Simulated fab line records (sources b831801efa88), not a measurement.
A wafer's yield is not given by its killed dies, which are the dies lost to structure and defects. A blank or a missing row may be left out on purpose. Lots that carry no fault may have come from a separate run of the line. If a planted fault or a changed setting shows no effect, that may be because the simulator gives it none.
The tool behind it: which one?    flow gf180mcu    14 lots with 42 wafers sampled at 6 steps, on a route of 602 steps

## WHAT THE GAUGES SHOWED, per wafer
GF_M3_OVL_MEAS_15.
lot   measured      on          M3_OVL (nm)
L757  day 21 04:26  overlay-01  -6 -5 1
L759  day 22 03:55  overlay-02  -3 0 -3
L761  day 22 23:41  overlay-02  1 0 -1
L763  day 23 16:34  overlay-01  -7 -6 -3
L765  day 24 07:08  overlay-01  6 4 5
L766  day 24 22:41  overlay-02  3 4 -1
L767  day 24 23:59  overlay-01  5 4 3
L768  day 25 03:49  overlay-01  3 3 1
L775  day 27 14:59  overlay-01  -6 7 2
L777  day 28 01:46  overlay-02  2 -3 2
L776  day 28 03:50  overlay-01  5 4 3
L778  day 28 13:52  overlay-01  -8 3 -3
L779  day 28 15:07  overlay-01  1 -2 -5
L780  day 28 18:04  overlay-02  1 2 -2

GF_V3_THK_MEAS_25: measures by xrf.
lot   measured      on             V3_W_THK (nm)
L757  day 22 06:36  film metro-02  363 362 345
L759  day 23 05:55  film metro-02  347 344 353
L761  day 24 01:07  film metro-03  359 359 343
L763  day 24 17:13  film metro-03  360 340 354
L765  day 25 07:43  film metro-03  344 355 356
L766  day 25 22:50  film metro-02  366 368 361
L767  day 26 00:24  film metro-03  362 356 360
L768  day 26 03:26  film metro-02  367 365 365
L775  day 28 12:47  film metro-03  342 353 339
L777  day 28 23:31  film metro-03  360 361 345
L776  day 29 01:41  film metro-02  365 362 347
L778  day 29 11:35  film metro-02  347 347 349
L779  day 29 12:47  film metro-02  356 363 354
L780  day 29 15:29  film metro-03  349 350 355

GF_M4_RS_MEAS_05: measures by four-point-probe.
lot   measured      on             M4_ALCU_RS (ohm/sq)
L757  day 22 07:11  film metro-01  0.0707 0.0703 0.0705
L759  day 23 06:30  film metro-01  0.0702 0.0705 0.0702
L761  day 24 01:42  film metro-03  0.0697 0.0690 0.0703
L763  day 24 17:49  film metro-01  0.0689 0.0690 0.0684
L765  day 25 08:18  film metro-04  0.0708 0.0707 0.0706
L766  day 25 23:25  film metro-03  7.1214 7.2527 7.2453
L767  day 26 00:59  film metro-01  7.1224 7.1432 7.0963
L768  day 26 04:03  film metro-01  0.0690 0.0708 0.0701
L775  day 28 13:22  film metro-01  0.0707 0.0692 0.0692
L777  day 29 00:07  film metro-04  0.0683 0.0681 0.0691
L776  day 29 02:31  film metro-01  0.0697 0.0700 0.0699
L778  day 29 12:17  film metro-04  0.0708 0.0692 0.0712
L779  day 29 13:22  film metro-04  0.0696 0.0688 0.0695
L780  day 29 16:04  film metro-01  0.0684 0.0681 0.0688

GF_M4_THK_MEAS_06: measures by xrf.
lot   measured      on             M4_ALCU_THK (nm)
L757  day 22 07:18  film metro-01  444 451 446
L759  day 23 06:37  film metro-01  449 445 447
L761  day 24 01:49  film metro-03  446 451 444
L763  day 24 17:55  film metro-01  455 457 460
L765  day 25 08:25  film metro-04  440 437 442
L766  day 25 23:32  film metro-03  <0 <0 <0
L767  day 26 01:06  film metro-01  <0 <0 <0
L768  day 26 04:09  film metro-01  455 445 447
L775  day 28 13:29  film metro-01  445 451 452
L777  day 29 00:13  film metro-04  454 457 448
L776  day 29 02:36  film metro-01  450 447 453
L778  day 29 12:24  film metro-04  440 449 442
L779  day 29 13:29  film metro-04  447 450 449
L780  day 29 16:11  film metro-01  458 458 456

## TOOL THAT RAN EACH LOT (tool first, then ch and the chambers of the sampled wafers, then the start)
lot   GF_V3_STRIP_18                        GF_M4_SPUTTER_02
L757  plasma asher-03 ch 0,1, day 22 05:42  pvd sputter-01, day 22 07:05
L759  plasma asher-01 ch 0,1, day 23 05:00  pvd sputter-01, day 23 06:25
L761  plasma asher-01 ch 0,1, day 24 00:13  pvd sputter-04, day 24 01:37
L763  plasma asher-03 ch 0,1, day 24 16:22  pvd sputter-02, day 24 17:41
L765  plasma asher-01 ch 0,1, day 25 06:51  pvd sputter-02, day 25 08:13
L766  plasma asher-01 ch 0, day 25 21:58    pvd sputter-01, day 25 23:19
L767  plasma asher-03 ch 0,1, day 25 23:30  pvd sputter-01, day 26 00:53
L768  plasma asher-03 ch 0,1, day 26 02:35  pvd sputter-01, day 26 03:55
L775  plasma asher-02 ch 0,1, day 28 11:55  pvd sputter-04, day 28 13:16
L777  plasma asher-01 ch 0,1, day 28 22:35  pvd sputter-04, day 28 23:58
L776  plasma asher-02 ch 0,1, day 29 00:47  pvd sputter-04, day 29 02:22
L778  plasma asher-02 ch 0,1, day 29 10:42  pvd sputter-04, day 29 12:11
L779  plasma asher-01 ch 0,1, day 29 11:52  pvd sputter-02, day 29 13:17
L780  plasma asher-03 ch 0,1, day 29 14:36  pvd sputter-02, day 29 15:58
- GF_V3_STRIP_18: strips in O2/N2.
- GF_M4_SPUTTER_02: material AlCu, target thk 450 nm, time 23.9 s.

## AS READ BY THE TOOLS THEMSELVES (means over the sampled wafers that have a number; for cases with no such wafer, the mark the record gives instead)
GF_V3_STRIP_18.
lot   tool             drypump motor current A (A)  heater power w (W)  oes product au (a.u.)
L757  plasma asher-03  5.3                          343                 0.597
L759  plasma asher-01  5.5                          319                 0.589
L761  plasma asher-01  5.5                          314                 0.594
L763  plasma asher-03  5.3                          344                 0.593
L765  plasma asher-01  5.8                          307                 0.592
L766  plasma asher-01  5.2                          324                 0.594
L767  plasma asher-03  5.5                          346                 0.585
L768  plasma asher-03  5.5                          342                 0.593
L775  plasma asher-02  5.3                          316                 0.594
L777  plasma asher-01  5.8                          307                 0.594
L776  plasma asher-02  5.1                          333                 0.596
L778  plasma asher-02  5.3                          311                 0.591
L779  plasma asher-01  5.5                          316                 0.585
L780  plasma asher-03  5.3                          343                 0.590

GF_M4_SPUTTER_02.
lot   tool            cathode dc power W (W)  chamber pressure pa (Pa)  throttle valve pct (%)
L757  pvd sputter-01  10600                   0.4002                    29.4
L759  pvd sputter-01  10600                   0.4002                    28.9
L761  pvd sputter-04  10599                   0.4007                    29.8
L763  pvd sputter-02  10599                   0.3999                    30.1
L765  pvd sputter-02  10601                   0.3997                    31.0
L766  pvd sputter-01  -                       -                         -
L767  pvd sputter-01  -                       -                         -
L768  pvd sputter-01  10602                   0.3992                    29.5
L775  pvd sputter-04  10601                   0.4005                    30.1
L777  pvd sputter-04  10601                   0.3991                    30.5
L776  pvd sputter-04  10600                   0.4006                    30.9
L778  pvd sputter-04  10600                   0.3997                    29.9
L779  pvd sputter-02  10601                   0.4003                    30.0
L780  pvd sputter-02  10601                   0.4003                    30.8

## THE ANSWER, worked out from the rows above alone
Rule: usual is defined by the lots themselves. The widest of any qualifying gaps counts: lots, ordered by their means at a reading, are off when they make up no more than a third of the lots, leave a main group of 4 or more, and stand apart from it by 3 or more times the standard deviation of that group's means. A main group is skipped when, at the precision printed for the reading in the tables above, its means are all equal. Also off: a lot with no number at a reading for which 4 or more lots have one. All remaining lots with rows at the step are treated as sound. After the gauges, taken in route order, come the tools' own readings; for these a lot's mean is taken, as printed above. The first step at which some lot is off is used, and at that step the reading that is off furthest; a lot without a number counts as furthest.
Off: L766, L767, seen at GF_M4_RS_MEAS_05 (M4_ALCU_RS). Mean 0.0697 ohm/sq and standard deviation 0.00074 in the main group.
A tool fits if, at a process step before that reading, it ran every lot that is off, and no sound lot after the first of them. Not tried: the gauges at GF_M4_RS_MEAS_05; whatever is off there is also off at GF_M4_SPUTTER_02, on other tools, and gauge error can't account for it. No candidate that was tried fits.

## WHAT WAS PUT IN BY THE SIMULATOR
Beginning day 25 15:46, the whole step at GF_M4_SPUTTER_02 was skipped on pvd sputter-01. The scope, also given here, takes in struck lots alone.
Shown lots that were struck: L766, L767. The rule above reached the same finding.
